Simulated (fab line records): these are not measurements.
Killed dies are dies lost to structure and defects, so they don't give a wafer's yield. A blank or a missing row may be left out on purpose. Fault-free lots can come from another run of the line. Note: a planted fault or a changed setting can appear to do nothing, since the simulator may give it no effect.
fab line records -- flow gf180mcu
[record] lots = 24, wafers = 72, lastDay = 35
route steps=602 shown M1@330 V2@383 M3@411 V3@452
lots untouched by any fault: they come from a run of this same line in which no faults occurred
startH: start of the lot's first displayed wafer, in hours after the record's first day -- waitH: how many hours have passed since the lot's step before this one -- " repeats the value in the row above -- L1.1+2: several wafers, shown together as one row -- - no value, or no start given -- * or withheld: withheld -- < > ~ a bound
route shown NAME@n: names a module that has steps shown in the file, with the first one's number in the route -- usual: mean and standard deviation over wafers with no fault -- same: alike in all rows -- chamber/n: place in a boat -- sites: per-site readings -- _std_site: standard deviation across them -- _edge_site: inner sites' mean taken away from outer sites' mean -- radiusMm: how far each site lies from the wafer's centre -- mask NAME#n: copy n -- behind: the tool/chamber that last shaped the wafer -- hold: why the lot was held/for how many hours/how that ended -- device: which transistor (n, p or np) failed to switch -- end of line: tests of these same wafers at the route's end -- where a step has no rows: the recipe by itself -- killed: dies lost to structure and defects at the first sort, not the wafer's yield -- map: shows each die of a wafer: x if killed, . if not, _ if none is there
set.NAME: setting as actually run; set.NAME@STEP: the setting as run at that earlier step -- model.NAME: the simulator's own value behind a step, which no gauge read
a sample of lots followed through the steps of the route, with each step as a table and each wafer as a row
services: when a tool's chamber went out of use (startH, in hours from the record's first day, below 0 if earlier), for how many hours, and the reason
[[steps]]
[step GF_M1_OVL_MEAS_15]
[usual] M1_OVL = -4/8.3
lot.wafer,tool,chamber,startH,waitH,M1_OVL[nm]
L074.1,overlay-01,-,409.03,0.1,-6
L074.2,overlay-01,-,409.03,0.1,0
L074.4,overlay-01,-,409.03,0.1,-1
L075.1,overlay-01,-,415.30,0.1,1
L075.5,overlay-01,-,415.30,0.1,4
L075.6,overlay-01,-,415.30,0.1,-4
L076.1,overlay-02,-,425.23,0.1,-5
L076.3,overlay-02,-,425.23,0.1,-8
L076.6,overlay-02,-,425.23,0.1,-4
L077.2,overlay-01,-,433.92,0.1,-16
L077.3,overlay-01,-,433.92,0.1,-16
L077.4,overlay-01,-,433.92,0.1,-23
L078.1,overlay-01,-,440.08,0.1,-19
L078.2,overlay-01,-,440.08,0.1,-16
L078.3,overlay-01,-,440.08,0.1,-17
L079.1,overlay-02,-,456.02,0.1,-4
L079.4,overlay-02,-,456.02,0.1,4
L079.5,overlay-02,-,456.02,0.1,-3
L080.1,overlay-02,-,460.30,0.1,3
L080.3,overlay-02,-,460.30,0.1,6
L080.4,overlay-02,-,460.30,0.1,9
L081.2,overlay-01,-,467.47,0.1,-10
L081.3,overlay-01,-,467.47,0.1,7
L081.5,overlay-01,-,467.47,0.1,0
L082.1,overlay-02,-,480.55,0.1,4
L082.2,overlay-02,-,480.55,0.1,-6
L082.4,overlay-02,-,480.55,0.1,-15
L083.1,overlay-02,-,487.62,0.1,2
L083.5,overlay-02,-,487.62,0.1,3
L083.6,overlay-02,-,487.62,0.1,-11
L084.4,overlay-01,-,490.29,0.1,-4
L084.5,overlay-01,-,490.29,0.1,9
L084.6,overlay-01,-,490.29,0.1,1
L085.1,overlay-02,-,508.50,0.1,-11
L085.2,overlay-02,-,508.50,0.1,2
L085.6,overlay-02,-,508.50,0.1,7
L086.3,overlay-02,-,514.86,0.1,10
L086.4,overlay-02,-,514.86,0.1,0
L086.6,overlay-02,-,514.86,0.1,-3
L087.1,overlay-02,-,521.32,0.1,8
L087.4,overlay-02,-,521.32,0.1,-6
L087.6,overlay-02,-,521.32,0.1,-9
L088.2,overlay-01,-,530.23,0.1,-7
L088.4,overlay-01,-,530.23,0.1,-6
L088.6,overlay-01,-,530.23,0.1,-8
L089.2,overlay-02,-,539.27,0.1,-12
L089.3,overlay-02,-,539.27,0.1,-11
L089.4,overlay-02,-,539.27,0.1,-15
L090.3,overlay-01,-,545.89,0.1,5
L090.4,overlay-01,-,545.89,0.1,-11
L090.5,overlay-01,-,545.89,0.1,1
L091.1,overlay-02,-,553.32,0.1,-15
L091.5,overlay-02,-,553.32,0.1,-9
L091.6,overlay-02,-,553.32,0.1,-13
L092.1,overlay-02,-,562.27,0.1,7
L092.2,overlay-02,-,562.27,0.1,-10
L092.5,overlay-02,-,562.27,0.1,6
L093.2,overlay-02,-,569.25,0.1,-2
L093.4,overlay-02,-,569.25,0.1,-2
L093.6,overlay-02,-,569.25,0.1,2
L094.1,overlay-02,-,572.55,0.1,-5
L094.5,overlay-02,-,572.55,0.1,-5
L094.6,overlay-02,-,572.55,0.1,-2
L095.1,overlay-01,-,580.22,0.1,5
L095.3,overlay-01,-,580.22,0.1,-1
L095.4,overlay-01,-,580.22,0.1,-12
L096.1,overlay-01,-,587.72,0.1,-12
L096.5,overlay-01,-,587.72,0.1,-5
L096.6,overlay-01,-,587.72,0.1,2
L097.1,overlay-01,-,595.72,0.1,7
L097.2,overlay-01,-,595.72,0.1,-5
L097.4,overlay-01,-,595.72,0.1,-6
[step GF_V2_THK_MEAS_01]
[recipe] reads = SiO2_of_V2_CVD_00
[usual] V2_CVD_00_THK = 601/5.9
lot.wafer,tool,chamber,startH,waitH,V2_CVD_00_THK[nm]
L074.1,filmMetro-03,-,461.98,0.1,601
L074.2,filmMetro-03,-,461.98,0.1,603
L074.4,filmMetro-03,-,461.98,0.1,602
L075.1,filmMetro-03,-,468.12,0.0,598
L075.5,filmMetro-03,-,468.12,0.0,594
L075.6,filmMetro-03,-,468.12,0.0,601
L076.1,filmMetro-03,-,478.62,0.0,595
L076.3,filmMetro-03,-,478.62,0.0,603
L076.6,filmMetro-03,-,478.62,0.0,599
L077.2,filmMetro-02,-,486.86,0.0,594
L077.3,filmMetro-02,-,486.86,0.0,597
L077.4,filmMetro-02,-,486.86,0.0,597
L078.1,filmMetro-03,-,493.48,0.0,589
L078.2,filmMetro-03,-,493.48,0.0,606
L078.3,filmMetro-03,-,493.48,0.0,593
L079.1,filmMetro-03,-,509.07,0.0,603
L079.4,filmMetro-03,-,509.07,0.0,603
L079.5,filmMetro-03,-,509.07,0.0,597
L080.1,filmMetro-02,-,512.89,0.0,609
L080.3,filmMetro-02,-,512.89,0.0,611
L080.4,filmMetro-02,-,512.89,0.0,610
L081.2,filmMetro-03,-,521.03,0.0,605
L081.3,filmMetro-03,-,521.03,0.0,600
L081.5,filmMetro-03,-,521.03,0.0,602
L082.1,filmMetro-04,-,532.56,0.0,607
L082.2,filmMetro-04,-,532.56,0.0,596
L082.4,filmMetro-04,-,532.56,0.0,597
L083.1,filmMetro-03,-,539.07,0.0,605
L083.5,filmMetro-03,-,539.07,0.0,600
L083.6,filmMetro-03,-,539.07,0.0,609
L084.4,filmMetro-04,-,542.71,0.0,593
L084.5,filmMetro-04,-,542.71,0.0,608
L084.6,filmMetro-04,-,542.71,0.0,595
L085.1,filmMetro-04,-,558.48,0.0,606
L085.2,filmMetro-04,-,558.48,0.0,582
L085.6,filmMetro-04,-,558.48,0.0,600
L086.3,filmMetro-04,-,565.68,0.1,613
L086.4,filmMetro-04,-,565.68,0.1,604
L086.6,filmMetro-04,-,565.68,0.1,595
L087.1,filmMetro-02,-,571.66,0.0,597
L087.4,filmMetro-02,-,571.66,0.0,596
L087.6,filmMetro-02,-,571.66,0.0,598
L088.2,filmMetro-04,-,579.90,0.0,603
L088.4,filmMetro-04,-,579.90,0.0,599
L088.6,filmMetro-04,-,579.90,0.0,592
L089.2,filmMetro-03,-,588.93,0.0,596
L089.3,filmMetro-03,-,588.93,0.0,592
L089.4,filmMetro-03,-,588.93,0.0,598
L090.3,filmMetro-04,-,594.64,0.1,609
L090.4,filmMetro-04,-,594.64,0.1,609
L090.5,filmMetro-04,-,594.64,0.1,608
L091.1,filmMetro-02,-,601.71,0.0,614
L091.5,filmMetro-02,-,601.71,0.0,613
L091.6,filmMetro-02,-,601.71,0.0,605
L092.1,filmMetro-03,-,610.23,0.0,596
L092.2,filmMetro-03,-,610.23,0.0,598
L092.5,filmMetro-03,-,610.23,0.0,606
L093.2,filmMetro-04,-,616.61,0.0,595
L093.4,filmMetro-04,-,616.61,0.0,601
L093.6,filmMetro-04,-,616.61,0.0,603
L094.1,filmMetro-03,-,619.92,0.0,598
L094.5,filmMetro-03,-,619.92,0.0,601
L094.6,filmMetro-03,-,619.92,0.0,598
L095.1,filmMetro-02,-,626.81,0.0,595
L095.3,filmMetro-02,-,626.81,0.0,593
L095.4,filmMetro-02,-,626.81,0.0,595
L096.1,filmMetro-02,-,634.42,0.0,593
L096.5,filmMetro-02,-,634.42,0.0,610
L096.6,filmMetro-02,-,634.42,0.0,602
L097.1,filmMetro-04,-,641.12,0.0,602
L097.2,filmMetro-04,-,641.12,0.0,603
L097.4,filmMetro-04,-,641.12,0.0,605
[step GF_V2_CD_MEAS_14]
[recipe] targetCdNm = 260
[usual] cdNm = 260.4/1.4
lot.wafer,tool,chamber,startH,waitH,cdNm
L074.1,cdSem-02,-,488.14,0.1,260.1
L074.2,cdSem-02,-,488.14,0.1,260.5
L074.4,cdSem-02,-,488.14,0.1,259.5
L075.1,cdSem-01,-,492.88,0.1,259.3
L075.5,cdSem-01,-,492.88,0.1,258.6
L075.6,cdSem-01,-,492.88,0.1,258.5
L076.1,cdSem-01,-,503.77,0.2,258.1
L076.3,cdSem-01,-,503.77,0.2,257.7
L076.6,cdSem-01,-,503.77,0.2,256.9
L077.2,cdSem-01,-,511.55,0.1,259.8
L077.3,cdSem-01,-,511.55,0.1,259.3
L077.4,cdSem-01,-,511.55,0.1,259.1
L078.1,cdSem-01,-,518.48,0.1,258.4
L078.2,cdSem-01,-,518.48,0.1,261.4
L078.3,cdSem-01,-,518.48,0.1,262.4
L079.1,cdSem-01,-,533.48,0.1,258.8
L079.4,cdSem-01,-,533.48,0.1,260.2
L079.5,cdSem-01,-,533.48,0.1,259.3
L080.1,cdSem-01,-,537.55,0.1,262.1
L080.3,cdSem-01,-,537.55,0.1,262.9
L080.4,cdSem-01,-,537.55,0.1,261.9
L081.2,cdSem-01,-,545.27,0.1,261.0
L081.3,cdSem-01,-,545.27,0.1,261.2
L081.5,cdSem-01,-,545.27,0.1,261.4
L082.1,cdSem-02,-,556.33,0.1,260.7
L082.2,cdSem-02,-,556.33,0.1,261.6
L082.4,cdSem-02,-,556.33,0.1,261.2
L083.1,cdSem-01,-,562.99,0.1,260.7
L083.5,cdSem-01,-,562.99,0.1,260.3
L083.6,cdSem-01,-,562.99,0.1,259.2
L084.4,cdSem-02,-,566.34,0.1,261.5
L084.5,cdSem-02,-,566.34,0.1,262.2
L084.6,cdSem-02,-,566.34,0.1,262.6
L085.1,cdSem-02,-,582.33,0.1,258.8
L085.2,cdSem-02,-,582.33,0.1,259.1
L085.6,cdSem-02,-,582.33,0.1,259.4
L086.3,cdSem-01,-,588.69,0.2,261.1
L086.4,cdSem-01,-,588.69,0.2,261.5
L086.6,cdSem-01,-,588.69,0.2,260.3
L087.1,cdSem-01,-,594.39,0.1,261.3
L087.4,cdSem-01,-,594.39,0.1,259.8
L087.6,cdSem-01,-,594.39,0.1,262.2
L088.2,cdSem-02,-,601.95,0.1,259.9
L088.4,cdSem-02,-,601.95,0.1,259.8
L088.6,cdSem-02,-,601.95,0.1,258.4
L089.2,cdSem-02,-,610.80,0.1,262.0
L089.3,cdSem-02,-,610.80,0.1,262.6
L089.4,cdSem-02,-,610.80,0.1,262.4
L090.3,cdSem-02,-,616.92,0.1,259.7
L090.4,cdSem-02,-,616.92,0.1,258.7
L090.5,cdSem-02,-,616.92,0.1,260.5
L091.1,cdSem-01,-,623.54,0.1,257.6
L091.5,cdSem-01,-,623.54,0.1,259.0
L091.6,cdSem-01,-,623.54,0.1,258.4
L092.1,cdSem-02,-,631.68,0.1,260.8
L092.2,cdSem-02,-,631.68,0.1,261.5
L092.5,cdSem-02,-,631.68,0.1,262.0
L093.2,cdSem-01,-,637.21,0.1,260.6
L093.4,cdSem-01,-,637.21,0.1,260.9
L093.6,cdSem-01,-,637.21,0.1,260.1
L094.1,cdSem-02,-,640.14,0.1,262.3
L094.5,cdSem-02,-,640.14,0.1,262.9
L094.6,cdSem-02,-,640.14,0.1,262.6
L095.1,cdSem-01,-,647.08,0.1,258.5
L095.3,cdSem-01,-,647.08,0.1,258.5
L095.4,cdSem-01,-,647.08,0.1,258.9
L096.1,cdSem-01,-,655.78,0.1,262.9
L096.5,cdSem-01,-,655.78,0.1,261.6
L096.6,cdSem-01,-,655.78,0.1,260.3
L097.1,cdSem-01,-,661.89,0.1,260.5
L097.2,cdSem-01,-,661.89,0.1,260.4
L097.4,cdSem-01,-,661.89,0.1,260.0
[step GF_V2_SPUTTER_21]
[recipe] material = Ti, targetThkNm = 15, chamberPressurePa = 5, powerW = 2500, substrateTempC = 200, timeS = 80.02
[usual] throttleValvePct = 30.0/0.85
lot.wafer,tool,chamber,startH,waitH,throttleValvePct
L074.1,pvdSputter-03,-,488.99,0.0,31.2
L074.2,pvdSputter-03,-,488.99,0.0,29.2
L074.4,pvdSputter-03,-,488.99,0.0,31.1
L075.1,pvdSputter-01,-,493.70,0.0,29.7
L075.5,pvdSputter-01,-,493.70,0.0,28.9
L075.6,pvdSputter-01,-,493.70,0.0,30.6
L076.1,pvdSputter-01,-,504.62,0.0,29.4
L076.3,pvdSputter-01,-,504.62,0.0,30.6
L076.6,pvdSputter-01,-,504.62,0.0,29.5
L077.2,pvdSputter-03,-,512.35,0.0,31.4
L077.3,pvdSputter-03,-,512.35,0.0,29.8
L077.4,pvdSputter-03,-,512.35,0.0,29.1
L078.1,pvdSputter-04,-,519.30,0.0,31.3
L078.2,pvdSputter-04,-,519.30,0.0,28.7
L078.3,pvdSputter-04,-,519.30,0.0,29.8
L079.1,pvdSputter-04,-,534.33,0.0,28.9
L079.4,pvdSputter-04,-,534.33,0.0,29.8
L079.5,pvdSputter-04,-,534.33,0.0,28.7
L080.1,pvdSputter-01,-,538.37,0.0,29.5
L080.3,pvdSputter-01,-,538.37,0.0,30.4
L080.4,pvdSputter-01,-,538.37,0.0,30.6
L081.2,pvdSputter-04,-,546.08,0.0,31.7
L081.3,pvdSputter-04,-,546.08,0.0,29.0
L081.5,pvdSputter-04,-,546.08,0.0,28.8
L082.1,pvdSputter-01,-,557.15,0.0,30.5
L082.2,pvdSputter-01,-,557.15,0.0,28.9
L082.4,pvdSputter-01,-,557.15,0.0,30.7
L083.1,pvdSputter-01,-,563.84,0.0,30.6
L083.5,pvdSputter-01,-,563.84,0.0,30.5
L083.6,pvdSputter-01,-,563.84,0.0,29.1
L084.4,pvdSputter-01,-,567.10,0.0,30.7
L084.5,pvdSputter-01,-,567.10,0.0,30.9
L084.6,pvdSputter-01,-,567.10,0.0,28.9
L085.1,pvdSputter-03,-,583.25,0.0,28.8
L085.2,pvdSputter-03,-,583.25,0.0,31.1
L085.6,pvdSputter-03,-,583.25,0.0,30.1
L086.3,pvdSputter-03,-,589.47,0.0,31.3
L086.4,pvdSputter-03,-,589.47,0.0,29.1
L086.6,pvdSputter-03,-,589.47,0.0,31.1
L087.1,pvdSputter-03,-,595.55,0.0,30.2
L087.4,pvdSputter-03,-,595.55,0.0,29.1
L087.6,pvdSputter-03,-,595.55,0.0,29.9
L088.2,pvdSputter-01,-,602.75,0.0,29.7
L088.4,pvdSputter-01,-,602.75,0.0,30.2
L088.6,pvdSputter-01,-,602.75,0.0,30.7
L089.2,pvdSputter-01,-,611.60,0.0,29.5
L089.3,pvdSputter-01,-,611.60,0.0,30.4
L089.4,pvdSputter-01,-,611.60,0.0,28.9
L090.3,pvdSputter-03,-,617.70,0.0,30.1
L090.4,pvdSputter-03,-,617.70,0.0,29.2
L090.5,pvdSputter-03,-,617.70,0.0,29.1
L091.1,pvdSputter-01,-,624.36,0.0,29.3
L091.5,pvdSputter-01,-,624.36,0.0,28.8
L091.6,pvdSputter-01,-,624.36,0.0,30.5
L092.1,pvdSputter-03,-,632.50,0.0,30.9
L092.2,pvdSputter-03,-,632.50,0.0,29.8
L092.5,pvdSputter-03,-,632.50,0.0,31.4
L093.2,pvdSputter-03,-,638.05,0.0,31.4
L093.4,pvdSputter-03,-,638.05,0.0,30.2
L093.6,pvdSputter-03,-,638.05,0.0,31.0
L094.1,pvdSputter-03,-,640.96,0.0,31.1
L094.5,pvdSputter-03,-,640.96,0.0,29.1
L094.6,pvdSputter-03,-,640.96,0.0,29.9
L095.1,pvdSputter-01,-,647.93,0.0,28.8
L095.3,pvdSputter-01,-,647.93,0.0,30.9
L095.4,pvdSputter-01,-,647.93,0.0,30.5
L096.1,pvdSputter-03,-,656.72,0.0,29.0
L096.5,pvdSputter-03,-,656.72,0.0,31.3
L096.6,pvdSputter-03,-,656.72,0.0,30.8
L097.1,pvdSputter-03,-,662.80,0.0,31.2
L097.2,pvdSputter-03,-,662.80,0.0,29.7
L097.4,pvdSputter-03,-,662.80,0.0,29.2
[step GF_M3_SPUTTER_02]
[recipe] material = AlCu, targetThkNm = 450, powerW = 10600, timeS = 23.9, chamberPressurePa = 0.4
[usual] throttleValvePct = 29.9/0.75
lot.wafer,tool,chamber,startH,waitH,throttleValvePct
L074.1,pvdSputter-02,-,489.93,0.0,30.6
L074.2,pvdSputter-02,-,489.93,0.0,29.2
L074.4,pvdSputter-02,-,489.93,0.0,29.9
L075.1,pvdSputter-03,-,494.52,0.0,29.9
L075.5,pvdSputter-03,-,494.52,0.0,30.0
L075.6,pvdSputter-03,-,494.52,0.0,29.2
L076.1,pvdSputter-03,-,505.45,0.0,29.2
L076.3,pvdSputter-03,-,505.45,0.0,31.2
L076.6,pvdSputter-03,-,505.45,0.0,30.0
L077.2,pvdSputter-02,-,513.17,0.0,30.6
L077.3,pvdSputter-02,-,513.17,0.0,29.2
L077.4,pvdSputter-02,-,513.17,0.0,29.1
L078.1,pvdSputter-02,-,520.12,0.0,28.8
L078.2,pvdSputter-02,-,520.12,0.0,30.3
L078.3,pvdSputter-02,-,520.12,0.0,29.9
L079.1,pvdSputter-01,-,535.15,0.0,28.9
L079.4,pvdSputter-01,-,535.15,0.0,30.6
L079.5,pvdSputter-01,-,535.15,0.0,28.9
L080.1,pvdSputter-01,-,539.19,0.0,29.1
L080.3,pvdSputter-01,-,539.19,0.0,30.4
L080.4,pvdSputter-01,-,539.19,0.0,30.5
L081.2,pvdSputter-01,-,547.02,0.0,29.9
L081.3,pvdSputter-01,-,547.02,0.0,28.9
L081.5,pvdSputter-01,-,547.02,0.0,30.7
L082.1,pvdSputter-03,-,558.09,0.0,30.0
L082.2,pvdSputter-03,-,558.09,0.0,31.2
L082.4,pvdSputter-03,-,558.09,0.0,31.2
L083.1,pvdSputter-01,-,564.78,0.0,30.5
L083.5,pvdSputter-01,-,564.78,0.0,30.5
L083.6,pvdSputter-01,-,564.78,0.0,29.2
L084.4,pvdSputter-01,-,568.04,0.0,29.0
L084.5,pvdSputter-01,-,568.04,0.0,29.6
L084.6,pvdSputter-01,-,568.04,0.0,30.4
L085.1,pvdSputter-02,-,584.08,0.0,28.8
L085.2,pvdSputter-02,-,584.08,0.0,30.2
L085.6,pvdSputter-02,-,584.08,0.0,30.5
L086.3,pvdSputter-01,-,590.29,0.0,29.1
L086.4,pvdSputter-01,-,590.29,0.0,29.7
L086.6,pvdSputter-01,-,590.29,0.0,30.6
L087.1,pvdSputter-02,-,596.37,0.0,30.1
L087.4,pvdSputter-02,-,596.37,0.0,29.0
L087.6,pvdSputter-02,-,596.37,0.0,28.9
L088.2,pvdSputter-03,-,603.69,0.0,31.2
L088.4,pvdSputter-03,-,603.69,0.0,30.2
L088.6,pvdSputter-03,-,603.69,0.0,30.0
L089.2,pvdSputter-03,-,612.42,0.0,29.1
L089.3,pvdSputter-03,-,612.42,0.0,29.9
L089.4,pvdSputter-03,-,612.42,0.0,31.1
L090.3,pvdSputter-03,-,618.52,0.0,28.9
L090.4,pvdSputter-03,-,618.52,0.0,30.1
L090.5,pvdSputter-03,-,618.52,0.0,29.2
L091.1,pvdSputter-02,-,625.18,0.0,29.1
L091.5,pvdSputter-02,-,625.18,0.0,30.6
L091.6,pvdSputter-02,-,625.18,0.0,29.0
L092.1,pvdSputter-02,-,633.33,0.0,30.1
L092.2,pvdSputter-02,-,633.33,0.0,28.8
L092.5,pvdSputter-02,-,633.33,0.0,29.4
L093.2,pvdSputter-02,-,638.87,0.0,29.2
L093.4,pvdSputter-02,-,638.87,0.0,30.1
L093.6,pvdSputter-02,-,638.87,0.0,28.8
L094.1,pvdSputter-01,-,641.78,0.0,30.6
L094.5,pvdSputter-01,-,641.78,0.0,28.8
L094.6,pvdSputter-01,-,641.78,0.0,30.4
L095.1,pvdSputter-02,-,648.75,0.0,30.4
L095.3,pvdSputter-02,-,648.75,0.0,29.3
L095.4,pvdSputter-02,-,648.75,0.0,29.9
L096.1,pvdSputter-02,-,657.54,0.0,30.8
L096.5,pvdSputter-02,-,657.54,0.0,30.1
L096.6,pvdSputter-02,-,657.54,0.0,29.4
L097.1,pvdSputter-02,-,663.62,0.0,30.3
L097.2,pvdSputter-02,-,663.62,0.0,29.1
L097.4,pvdSputter-02,-,663.62,0.0,29.3
[step GF_V3_CVD_23]
[recipe] material = W, targetThkNm = 350, timeS = 104.9, tempC = 400, pressureTorr = 40
[usual] heaterPowerOuterW = 549/35, heaterPowerW = 880/34
lot.wafer,tool,chamber,startH,waitH,heaterPowerOuterW,heaterPowerW
L074.1,cvdW-01,0,540.55,0.0,502,855
L074.2,cvdW-01,1,540.55,0.0,552,900
L074.4,cvdW-01,0,540.55,0.0,501,830
L075.1,cvdW-01,0,544.65,0.0,510,832
L075.5,cvdW-01,0,544.65,0.0,491,846
L075.6,cvdW-01,0,544.65,0.0,493,821
L076.1,cvdW-01,1,555.36,0.0,573,918
L076.3,cvdW-01,0,555.36,0.0,508,832
L076.6,cvdW-01,0,555.36,0.0,498,812
L077.2,cvdW-02,0,562.38,0.1,550,891
L077.3,cvdW-02,0,562.38,0.1,558,888
L077.4,cvdW-02,0,562.38,0.1,563,866
L078.1,cvdW-02,0,569.03,0.0,565,901
L078.2,cvdW-02,0,569.03,0.0,562,876
L078.3,cvdW-02,0,569.03,0.0,559,898
L079.1,cvdW-02,1,582.52,0.0,568,893
L079.4,cvdW-02,1,582.52,0.0,590,884
L079.5,cvdW-02,1,582.52,0.0,573,899
L080.1,cvdW-01,1,586.87,0.0,571,893
L080.3,cvdW-01,1,586.87,0.0,560,913
L080.4,cvdW-01,0,586.87,0.0,505,804
L081.2,cvdW-01,1,594.67,0.0,587,903
L081.3,cvdW-01,1,594.67,0.0,563,913
L081.5,cvdW-01,1,594.67,0.0,576,888
L082.1,cvdW-01,0,605.03,0.0,502,840
L082.2,cvdW-01,1,605.03,0.0,563,909
L082.4,cvdW-01,1,605.03,0.0,566,935
L083.1,cvdW-01,0,611.27,0.0,508,830
L083.5,cvdW-01,0,611.27,0.0,491,834
L083.6,cvdW-01,1,611.27,0.0,554,911
L084.4,cvdW-01,1,614.69,0.1,566,918
L084.5,cvdW-01,0,614.69,0.1,493,830
L084.6,cvdW-01,1,614.69,0.1,571,924
L085.1,cvdW-02,1,627.96,0.0,580,915
L085.2,cvdW-02,0,627.96,0.0,550,875
L085.6,cvdW-02,1,627.96,0.0,587,871
L086.3,cvdW-02,0,634.89,0.1,559,907
L086.4,cvdW-02,1,634.89,0.1,588,922
L086.6,cvdW-02,0,634.89,0.1,558,884
L087.1,cvdW-02,0,640.03,0.0,572,896
L087.4,cvdW-02,1,640.03,0.0,601,898
L087.6,cvdW-02,1,640.03,0.0,581,888
L088.2,cvdW-02,1,647.38,0.0,570,883
L088.4,cvdW-02,1,647.38,0.0,579,900
L088.6,cvdW-02,1,647.38,0.0,601,906
L089.2,cvdW-01,1,655.93,0.0,580,891
L089.3,cvdW-01,0,655.93,0.0,499,830
L089.4,cvdW-01,1,655.93,0.0,566,913
L090.3,cvdW-01,1,661.68,0.1,580,896
L090.4,cvdW-01,0,661.68,0.1,503,836
L090.5,cvdW-01,1,661.68,0.1,573,921
L091.1,cvdW-01,1,667.12,0.0,581,914
L091.5,cvdW-01,0,667.12,0.0,507,860
L091.6,cvdW-01,1,667.12,0.0,580,883
L092.1,cvdW-01,0,675.27,0.0,510,849
L092.2,cvdW-01,1,675.27,0.0,571,906
L092.5,cvdW-01,1,675.27,0.0,571,928
L093.2,cvdW-01,0,682.25,0.0,491,835
L093.4,cvdW-01,0,682.25,0.0,506,847
L093.6,cvdW-01,1,682.25,0.0,576,909
L094.1,cvdW-02,0,685.15,0.0,557,882
L094.5,cvdW-02,0,685.15,0.0,574,913
L094.6,cvdW-02,1,685.15,0.0,589,886
L095.1,cvdW-02,1,691.26,0.0,598,894
L095.3,cvdW-02,0,691.26,0.0,573,887
L095.4,cvdW-02,1,691.26,0.0,586,915
L096.1,cvdW-01,1,698.63,0.0,586,897
L096.5,cvdW-01,1,698.63,0.0,574,899
L096.6,cvdW-01,0,698.63,0.0,498,830
L097.1,cvdW-01,0,705.07,0.0,502,863
L097.2,cvdW-01,1,705.07,0.0,576,914
L097.4,cvdW-01,0,705.07,0.0,510,855
[[services]]
tool,chamber,startH,hours,kind
cvdW-01,0,465.36,6.0,repair
pvdSputter-04,-,475.07,0.8,repair
cvdW-02,0,479.88,12.4,repair
pvdSputter-04,-,480.02,4.1,repair
pvdSputter-02,2,522.26,-,consumableReplace:kit
pvdSputter-01,1,535.24,-,consumableReplace:kit
pvdSputter-01,1,535.24,18.0,scheduledDown
pvdSputter-01,1,535.24,18.0,ventCycle
cvdW-01,1,543.59,2.7,repair
cvdW-02,1,548.56,22.7,repair
pvdSputter-01,-,553.56,1.0,repair
pvdSputter-04,-,556.33,110.0,repair
cvdW-01,-,560.96,6.9,pm
cvdW-02,-,570.92,6.9,pm
pvdSputter-03,2,581.52,-,consumableReplace:kit
pvdSputter-03,2,581.52,18.0,scheduledDown
pvdSputter-03,2,581.52,18.0,ventCycle
pvdSputter-02,-,645.18,3.2,repair
pvdSputter-01,0,659.96,-,consumableReplace:kit
pvdSputter-01,0,659.96,18.0,scheduledDown
pvdSputter-01,0,659.96,18.0,ventCycle
pvdSputter-02,-,675.39,3.6,repair
pvdSputter-04,-,698.97,8.0,repair
pvdSputter-04,-,703.60,3.1,repair
[[key]]
fault none
